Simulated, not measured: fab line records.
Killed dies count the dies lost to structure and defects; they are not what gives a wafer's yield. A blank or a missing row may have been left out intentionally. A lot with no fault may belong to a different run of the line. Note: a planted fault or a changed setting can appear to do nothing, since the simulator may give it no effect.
One fault seen from 2 desks | flow gf180mcu | each desk holds nothing but its own numbers, with what lay behind them at the end

FROM THE METROLOGY DESK
What the gauges read, lot by lot, whatever tool the lot ran on: means of the sampled wafers that have a number. Any lot whose mean is over 4 standard deviations away from the usual mean is out of limits and marked OUT; that distance is given in the brackets.
Columns: A = cd-nm at GF_M4_CD_MEAS_14, usual 280.2 nm; B = M4_OVL at GF_M4_OVL_MEAS_15, usual -2 nm; C = V4_CVD_00_THK at GF_V4_THK_MEAS_01, usual 598 nm; D = V4_CVD_02_THK at GF_V4_THK_MEAS_03, usual 852 nm
lot  | first seen here | A     | B  | C   | D
L381 | day 26 01:00    | 279.9 | 7  | 601 | 847
L382 | day 26 06:45    | 279.3 | -6 | 603 | 853
L388 | day 28 00:24    | 280.0 | -4 | 602 | 852
L390 | day 28 15:08    | 280.3 | -8 | 593 | 849
L391 | day 28 19:34    | 281.6 | 4  | 589 | 836
L395 | day 30 00:27    | 278.9 | -7 | 598 | 838
L396 | day 30 04:24    | 278.3 | -2 | 601 | 844
Finding of this desk: none of the 7 lots has anything out of limits.

FOR THE TOOL OWNER'S DESK: pecvd-02
The tool's own readings at GF_V4_CVD_02 (deposits SiO2 from TEOS, target thk 850 nm, time 94.851 s): means of the sampled wafers that have a number, for each lot that ran on this tool. Any lot whose mean is over 4 standard deviations away from the usual mean is out of limits and marked OUT; that distance is given in the brackets.
Columns: A = heater-power-w at GF_V4_CVD_02, usual 701 W; B = susceptor-temp-C at GF_V4_CVD_02, usual 400.05 C
lot  | first seen here | A   | B
L382 | day 26 07:46    | 754 | 400.36
L388 | day 28 01:20    | 594 | 400.23
L390 | day 28 16:03    | 528 | 400.07
L391 | day 28 20:32    | 568 | 400.04
Finding of this desk: none of the 4 lots has anything out of limits.

TAKEN TOGETHER
From the metrology desk's view, nothing was out of limits.
The desk of the tool owner found nothing out of limits.

WHAT THE SIMULATOR PUT IN
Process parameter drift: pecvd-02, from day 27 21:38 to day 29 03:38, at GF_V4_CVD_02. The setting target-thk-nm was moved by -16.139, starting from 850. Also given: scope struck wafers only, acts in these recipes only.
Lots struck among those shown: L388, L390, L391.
